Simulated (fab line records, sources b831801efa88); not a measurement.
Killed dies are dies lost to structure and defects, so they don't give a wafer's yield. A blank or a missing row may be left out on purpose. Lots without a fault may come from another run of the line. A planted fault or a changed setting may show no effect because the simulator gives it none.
Which tool did it? | flow gf180mcu | 24 lots, 72 wafers sampled, at 6 steps of a route of 602

WHAT THE GAUGES READ, wafer by wafer
GF_STI_THK_MEAS_22. Usual: STI_OXIDATION_01_THK 15.1 nm, standard deviation 0.36.
lot  | measured    | on            | STI_OXIDATION_01_THK (nm) | flag
L074 | day 2 02:26 | film_metro-01 | 15.4 15.2 15.2            |
L075 | day 2 09:03 | film_metro-03 | 14.8 15.0 14.9            |
L076 | day 2 14:25 | film_metro-01 | 14.7 14.7 14.5            |
L077 | day 2 19:26 | film_metro-02 | 15.1 14.9 15.1            |
L078 | day 3 00:26 | film_metro-02 | 15.7 15.7 15.7            |
L079 | day 3 05:32 | film_metro-02 | 15.1 15.3 15.5            |
L080 | day 3 11:24 | film_metro-01 | 15.1 15.3 15.3            |
L081 | day 3 15:23 | film_metro-02 | 15.0 15.4 15.4            |
L082 | day 3 22:04 | film_metro-03 | 15.2 15.0 14.8            |
L083 | day 4 01:49 | film_metro-01 | 15.6 15.3 15.4            |
L084 | day 4 07:45 | film_metro-03 | 15.0 14.9 15.0            |
L085 | day 4 13:13 | film_metro-01 | 15.8 15.7 15.7            |
L086 | day 4 17:13 | film_metro-01 | 14.5 14.7 14.5            |
L087 | day 4 23:56 | film_metro-02 | 15.4 15.7 15.4            |
L088 | day 5 03:08 | film_metro-01 | 14.4 14.3 14.5            |
L089 | day 5 10:38 | film_metro-01 | 15.6 15.6 15.7            |
L090 | day 5 15:24 | film_metro-01 | 14.8 15.0 14.9            |
L091 | day 5 19:10 | film_metro-01 | 15.0 14.8 15.0            |
L092 | day 5 22:16 | film_metro-01 | 14.8 14.8 14.6            |
L093 | day 6 08:32 | film_metro-02 | 14.7 14.6 14.9            |
L094 | day 6 10:44 | film_metro-02 | 15.0 14.7 14.9            |
L095 | day 6 17:55 | film_metro-02 | 15.2 15.3 15.2            |
L096 | day 6 21:08 | film_metro-01 | 14.9 14.9 15.0            |
L097 | day 7 01:19 | film_metro-01 | 15.1 14.9 14.7            |

GF_M3_OVL_MEAS_15. Usual: M3_OVL 1 nm, standard deviation 6.4.
lot  | measured     | on         | M3_OVL (nm) | flag
L074 | day 21 03:45 | overlay-01 | 5 -3 5      |
L075 | day 21 14:43 | overlay-02 | 4 13 9      |
L076 | day 22 02:37 | overlay-02 | -5 4 6      |
L077 | day 22 06:50 | overlay-01 | 0 2 8       |
L078 | day 22 18:36 | overlay-01 | -1 0 5      |
L079 | day 23 04:57 | overlay-01 | 12 10 7     |
L080 | day 23 13:38 | overlay-01 | -5 5 0      |
L081 | day 23 19:43 | overlay-02 | 5 1 4       |
L082 | day 24 07:13 | overlay-02 | 10 8 7      |
L083 | day 24 16:56 | overlay-02 | -12 -10 -8  |
L084 | day 25 00:10 | overlay-02 | -3 -9 5     |
L085 | day 25 05:01 | overlay-02 | 10 4 9      |
L086 | day 25 11:43 | overlay-01 | -15 -10 -10 |
L087 | day 26 05:46 | overlay-01 | -6 9 -6     |
L088 | day 26 06:52 | overlay-01 | 4 5 9       |
L089 | day 26 18:12 | overlay-01 | 3 -1 -4     |
L090 | day 26 19:36 | overlay-02 | -9 -7 -10   |
L091 | day 27 08:22 | overlay-01 | 5 -1 1      |
L092 | day 27 09:39 | overlay-01 | 2 5 9       |
L093 | day 28 04:46 | overlay-02 | -2 -10 5    |
L094 | day 28 07:02 | overlay-01 | -5 -2 1     |
L095 | day 28 13:13 | overlay-01 | 3 10 2      |
L096 | day 28 11:54 | overlay-01 | -8 -12 -9   |
L097 | day 28 23:38 | overlay-01 | -5 -3 -6    |

GF_PASSIVATION_BOW_MEAS_14. Usual: PASSIVATION_BOW 138 um, standard deviation 9.8.
lot  | measured     | on            | PASSIVATION_BOW (um) | flag
L074 | day 28 19:57 | film_metro-02 | 138 136 125          |
L075 | day 29 06:30 | film_metro-03 | 140 134 148          |
L076 | day 29 15:20 | film_metro-04 | 131 133 137          |
L077 | day 29 23:25 | film_metro-02 | 138 127 131          |
L078 | day 30 03:47 | film_metro-04 | 136 145 132          |
L079 | day 30 12:38 | film_metro-02 | 139 146 126          |
L080 | day 30 19:29 | film_metro-02 | 136 141 134          |
L081 | day 30 22:20 | film_metro-02 | 156 148 152          |
L082 | day 31 07:40 | film_metro-02 | 127 127 134          |
L083 | day 31 16:47 | film_metro-04 | 136 135 119          |
L084 | day 31 22:34 | film_metro-04 | 134 130 130          |
L085 | day 32 02:36 | film_metro-03 | 128 125 135          |
L086 | day 32 08:35 | film_metro-04 | 149 124 129          |
L087 | day 32 21:59 | film_metro-03 | 162 156 162          |
L088 | day 33 00:42 | film_metro-02 | 155 145 162          |
L089 | day 33 09:05 | film_metro-03 | 145 152 142          |
L090 | day 33 10:02 | film_metro-04 | 127 136 134          |
L091 | day 33 19:31 | film_metro-03 | 127 122 119          |
L092 | day 33 20:53 | film_metro-04 | 136 136 147          |
L093 | day 34 11:43 | film_metro-03 | 134 135 138          |
L094 | day 34 12:34 | film_metro-02 | 140 130 143          |
L095 | day 34 18:55 | film_metro-02 | 144 142 129          |
L096 | day 34 16:31 | film_metro-03 | 141 154 138          |
L097 | day 35 01:07 | film_metro-04 | 136 126 139          |

WHICH TOOL RAN EACH LOT (tool, then ch and the chambers of the sampled wafers, then the start)
lot  | GF_V2_CVD_02                    | GF_V2_CMP_26                  | GF_PASSIVATION_STRIP_12
L074 | pecvd-03 ch 0,1,2, day 19 00:29 | cmp-02 ch 1,2,3, day 20 03:21 | plasma_asher-03 ch 0,1, day 28 18:20
L075 | pecvd-03 ch 1,2, day 19 11:33   | cmp-02 ch 1,2,3, day 20 13:40 | plasma_asher-02 ch 0,1, day 29 04:29
L076 | pecvd-01 ch 0,2, day 20 00:39   | cmp-02 ch 1,2,3, day 21 02:19 | plasma_asher-03 ch 0,1, day 29 13:44
L077 | pecvd-04 ch 0,1,2, day 20 04:28 | cmp-01 ch 0,3, day 21 06:35   | plasma_asher-04 ch 0,1, day 29 17:17
L078 | pecvd-03 ch 0,2, day 20 17:37   | cmp-01 ch 0,2,3, day 21 19:26 | plasma_asher-04 ch 0,1, day 30 02:11
L079 | pecvd-04 ch 0,1,2, day 21 05:05 | cmp-01 ch 2,3, day 22 05:55   | plasma_asher-04 ch 0,1, day 30 11:02
L080 | pecvd-04 ch 0,1,2, day 21 13:30 | cmp-02 ch 0,1,2, day 22 14:40 | plasma_asher-04 ch 1, day 30 17:53
L081 | pecvd-01 ch 0,1,2, day 21 20:28 | cmp-01 ch 2,3, day 22 20:53   | plasma_asher-04 ch 0,1, day 30 20:44
L082 | pecvd-04 ch 0,2, day 22 07:47   | cmp-01 ch 0,1,2, day 23 08:22 | plasma_asher-04 ch 0,1, day 31 06:04
L083 | pecvd-04 ch 0,1,2, day 22 18:03 | cmp-02 ch 0,2,3, day 23 18:26 | plasma_asher-02 ch 0,1, day 31 15:11
L084 | pecvd-04 ch 0,1, day 23 01:52   | cmp-01 ch 0,1,2, day 24 01:37 | plasma_asher-02 ch 0,1, day 31 20:56
L085 | pecvd-03 ch 1,2, day 23 07:26   | cmp-01 ch 0,2,3, day 24 07:25 | plasma_asher-04 ch 0,1, day 32 00:59
L086 | pecvd-01 ch 0,1, day 23 14:23   | cmp-02 ch 1,2, day 24 14:02   | plasma_asher-02 ch 0,1, day 32 06:59
L087 | pecvd-04 ch 0,1,2, day 24 08:17 | cmp-02 ch 2,3, day 25 07:48   | plasma_asher-04 ch 0,1, day 32 20:23
L088 | pecvd-01 ch 0,1,2, day 24 09:04 | cmp-01 ch 0,2,3, day 25 08:54 | plasma_asher-02 ch 0,1, day 32 23:05
L089 | pecvd-03 ch 0,1,2, day 24 21:17 | cmp-01 ch 0,3, day 25 20:57   | plasma_asher-03 ch 0,1, day 33 07:29
L090 | pecvd-04 ch 0,1, day 25 00:10   | cmp-02 ch 1,3, day 25 23:10   | plasma_asher-03 ch 0,1, day 33 08:26
L091 | pecvd-01 ch 0,1,2, day 25 11:57 | cmp-01 ch 0,1, day 26 10:23   | plasma_asher-02 ch 0,1, day 33 17:53
L092 | pecvd-01 ch 0,1,2, day 25 14:19 | cmp-02 ch 1,2,3, day 26 13:05 | plasma_asher-04 ch 0,1, day 33 19:17
L093 | pecvd-01 ch 1,2, day 26 09:34   | cmp-01 ch 0,3, day 27 08:04   | plasma_asher-03 ch 0,1, day 34 10:06
L094 | pecvd-03 ch 0,2, day 26 12:50   | cmp-01 ch 1,2,3, day 27 10:47 | plasma_asher-03 ch 0,1, day 34 10:56
L095 | pecvd-03 ch 0,1,2, day 26 19:07 | cmp-02 ch 0,1,3, day 27 17:21 | plasma_asher-04 ch 0,1, day 34 17:17
L096 | pecvd-03 ch 0,2, day 26 17:31   | cmp-01 ch 0,2, day 27 15:53   | plasma_asher-03 ch 0,1, day 34 14:50
L097 | pecvd-01 ch 0,1,2, day 27 06:18 | cmp-01 ch 0,3, day 28 03:51   | plasma_asher-03 ch 0,1, day 34 23:30
- GF_V2_CVD_02: deposits SiO2 from TEOS, target thk 850 nm, time 94.851 s.
- GF_V2_CMP_26: polishes, stops on SiO2, t overpolish 15 s, target thk 0 nm.
- GF_PASSIVATION_STRIP_12: strips in O2/N2.

WHAT THE TOOLS THEMSELVES READ (means of the sampled wafers that have a number; where no wafer has one, the mark that the record gives instead)
GF_V2_CVD_02. Usual: heater_power_w 689 W, standard deviation 150; susceptor_temp_C 400.01 C, standard deviation 0.22.
lot  | tool     | heater_power_w (W) | susceptor_temp_C (C) | flag
L074 | pecvd-03 | 744                | 400.04               |
L075 | pecvd-03 | 730                | 399.89               |
L076 | pecvd-01 | 487                | 400.18               |
L077 | pecvd-04 | 622                | 399.86               |
L078 | pecvd-03 | 722                | 400.19               |
L079 | pecvd-04 | 670                | 400.02               |
L080 | pecvd-04 | 597                | 399.89               |
L081 | pecvd-01 | 642                | 400.07               |
L082 | pecvd-04 | 624                | 399.94               |
L083 | pecvd-04 | 652                | 400.15               |
L084 | pecvd-04 | 624                | 399.84               |
L085 | pecvd-03 | 768                | 400.07               |
L086 | pecvd-01 | 734                | 399.77               |
L087 | pecvd-04 | 659                | 400.07               |
L088 | pecvd-01 | 611                | 400.23               |
L089 | pecvd-03 | 770                | 399.85               |
L090 | pecvd-04 | 706                | 399.96               |
L091 | pecvd-01 | 587                | 399.79               |
L092 | pecvd-01 | 582                | 399.85               |
L093 | pecvd-01 | 734                | 400.10               |
L094 | pecvd-03 | 750                | 400.12               |
L095 | pecvd-03 | 776                | 400.03               |
L096 | pecvd-03 | 720                | 399.91               |
L097 | pecvd-01 | 629                | 400.02               |

GF_V2_CMP_26. Usual: motor_current_A 10.8 A, standard deviation 1.2; overpolish_run_s 14.998 s, standard deviation 0.0087; platen_rpm 60.00 rpm, standard deviation 0.035; slurry_filter_dp_kPa 13.49 kPa, standard deviation 0.14; time_to_endpoint_s 84.3 s, standard deviation 2.7.
lot  | tool   | motor_current_A (A) | overpolish_run_s (s) | platen_rpm (rpm) | slurry_filter_dp_kPa (kPa) | time_to_endpoint_s (s) | flag
L074 | cmp-02 | 9.5                 | 15.000               | 60.03            | 13.57                      | 86.5                   |
L075 | cmp-02 | 9.5                 | 15.000               | 59.98            | 13.35                      | 82.2                   |
L076 | cmp-02 | 9.7                 | 15.003               | 59.98            | 13.51                      | 82.6                   |
L077 | cmp-01 | 11.3                | 15.001               | 60.04            | 13.67                      | 81.0                   |
L078 | cmp-01 | 11.7                | 14.998               | 60.01            | 13.46                      | 84.5                   |
L079 | cmp-01 | 12.4                | 14.994               | 59.97            | 13.42                      | 81.2                   |
L080 | cmp-02 | 9.7                 | 14.994               | 59.99            | 13.44                      | 84.5                   |
L081 | cmp-01 | 12.2                | 15.002               | 60.00            | 13.67                      | 84.1                   |
L082 | cmp-01 | 10.8                | 14.999               | 60.00            | 13.55                      | 83.4                   |
L083 | cmp-02 | 10.5                | 15.000               | 60.02            | 13.43                      | 85.2                   |
L084 | cmp-01 | 10.8                | 15.008               | 60.01            | 13.43                      | 84.7                   |
L085 | cmp-01 | 11.7                | 14.994               | 59.99            | 13.44                      | 83.1                   |
L086 | cmp-02 | 8.9                 | 14.999               | 60.05            | 13.37                      | 82.8                   |
L087 | cmp-02 | 10.1                | 14.994               | 60.02            | 13.43                      | 86.0                   |
L088 | cmp-01 | 11.9                | 14.997               | 60.01            | 13.58                      | 85.5                   |
L089 | cmp-01 | 11.2                | 14.999               | 60.00            | 13.48                      | 84.8                   |
L090 | cmp-02 | 9.0                 | 14.994               | 60.02            | 13.43                      | 85.5                   |
L091 | cmp-01 | 10.5                | 14.998               | 60.00            | 13.50                      | 80.6                   |
L092 | cmp-02 | 9.5                 | 15.004               | 59.99            | 13.59                      | 87.6                   |
L093 | cmp-01 | 11.1                | 14.997               | 59.98            | 13.54                      | 86.8                   |
L094 | cmp-01 | 11.7                | 15.003               | 60.00            | 13.48                      | 87.4                   |
L095 | cmp-02 | 10.2                | 14.996               | 60.00            | 13.34                      | 83.2                   |
L096 | cmp-01 | 10.4                | 15.001               | 60.00            | 13.46                      | 84.6                   |
L097 | cmp-01 | 11.3                | 15.001               | 59.99            | 13.36                      | 84.4                   |

GF_PASSIVATION_STRIP_12. Usual: chamber_pressure_mTorr 1500.1 mTorr, standard deviation 1.3; drypump_motor_current_A 6.0 A, standard deviation 0.45; heater_power_w 328 W, standard deviation 53; oes_product_au 0.719 a.u., standard deviation 0.0046; strip_time_to_endpoint_s 32.87 s, standard deviation 0.2.
lot  | tool            | chamber_pressure_mTorr (mTorr) | drypump_motor_current_A (A) | heater_power_w (W) | oes_product_au (a.u.) | strip_time_to_endpoint_s (s) | flag
L074 | plasma_asher-03 | 1499.4                         | 6.2                         | 408                | 0.719                 | 32.74                        |
L075 | plasma_asher-02 | 1499.9                         | 5.8                         | 303                | 0.719                 | 33.03                        |
L076 | plasma_asher-03 | 1498.4                         | 6.3                         | 375                | 0.717                 | 32.82                        |
L077 | plasma_asher-04 | 1499.4                         | 6.1                         | 294                | 0.724                 | 32.99                        |
L078 | plasma_asher-04 | 1499.5                         | 5.7                         | 294                | 0.719                 | 33.10                        |
L079 | plasma_asher-04 | 1499.6                         | 5.8                         | 297                | 0.720                 | 32.89                        |
L080 | plasma_asher-04 | 1500.2                         | 5.4                         | 291                | 0.719                 | 32.94                        |
L081 | plasma_asher-04 | 1500.0                         | 6.1                         | 292                | 0.715                 | 32.50                        |
L082 | plasma_asher-04 | 1500.3                         | 5.8                         | 290                | 0.720                 | 32.69                        |
L083 | plasma_asher-02 | 1500.7                         | 5.8                         | 303                | 0.718                 | 32.80                        |
L084 | plasma_asher-02 | 1500.3                         | 6.0                         | 306                | 0.716                 | 32.99                        |
L085 | plasma_asher-04 | 1499.9                         | 5.8                         | 290                | 0.722                 | 33.02                        |
L086 | plasma_asher-02 | 1499.4                         | 6.0                         | 313                | 0.715                 | 32.64                        |
L087 | plasma_asher-04 | 1500.2                         | 5.8                         | 288                | 0.723                 | 33.00                        |
L088 | plasma_asher-02 | 1500.0                         | 5.7                         | 301                | 0.722                 | 32.77                        |
L089 | plasma_asher-03 | 1500.4                         | 6.2                         | 407                | 0.715                 | 33.13                        |
L090 | plasma_asher-03 | 1499.3                         | 6.3                         | 374                | 0.716                 | 32.59                        |
L091 | plasma_asher-02 | 1500.8                         | 5.7                         | 305                | 0.714                 | 32.84                        |
L092 | plasma_asher-04 | 1501.3                         | 5.8                         | 290                | 0.718                 | 33.08                        |
L093 | plasma_asher-03 | 1499.2                         | 6.1                         | 406                | 0.718                 | 32.98                        |
L094 | plasma_asher-03 | 1500.0                         | 6.3                         | 369                | 0.715                 | 32.66                        |
L095 | plasma_asher-04 | 1499.6                         | 6.1                         | 298                | 0.720                 | 32.83                        |
L096 | plasma_asher-03 | 1500.4                         | 6.3                         | 375                | 0.715                 | 33.03                        |
L097 | plasma_asher-03 | 1499.7                         | 6.2                         | 402                | 0.721                 | 33.02                        |

THE ANSWER, worked out from the rows above alone
Rule: a lot is off if the mean of its wafers that have a number lies more than 3 standard deviations from the usual mean. A lot without any number at a reading at which 4 lots or more have one is off too. The other lots that the step has rows for count as sound. The gauges are gone through in route order, then the tools' own readings, and for those a lot's mean is taken as printed above. The first step at which some lot is off is used, and at that step the reading that is off furthest; a lot without a number counts as furthest.
No lot is off at any reading shown: from this, nothing can be told.

WHAT THE SIMULATOR HAD PUT IN
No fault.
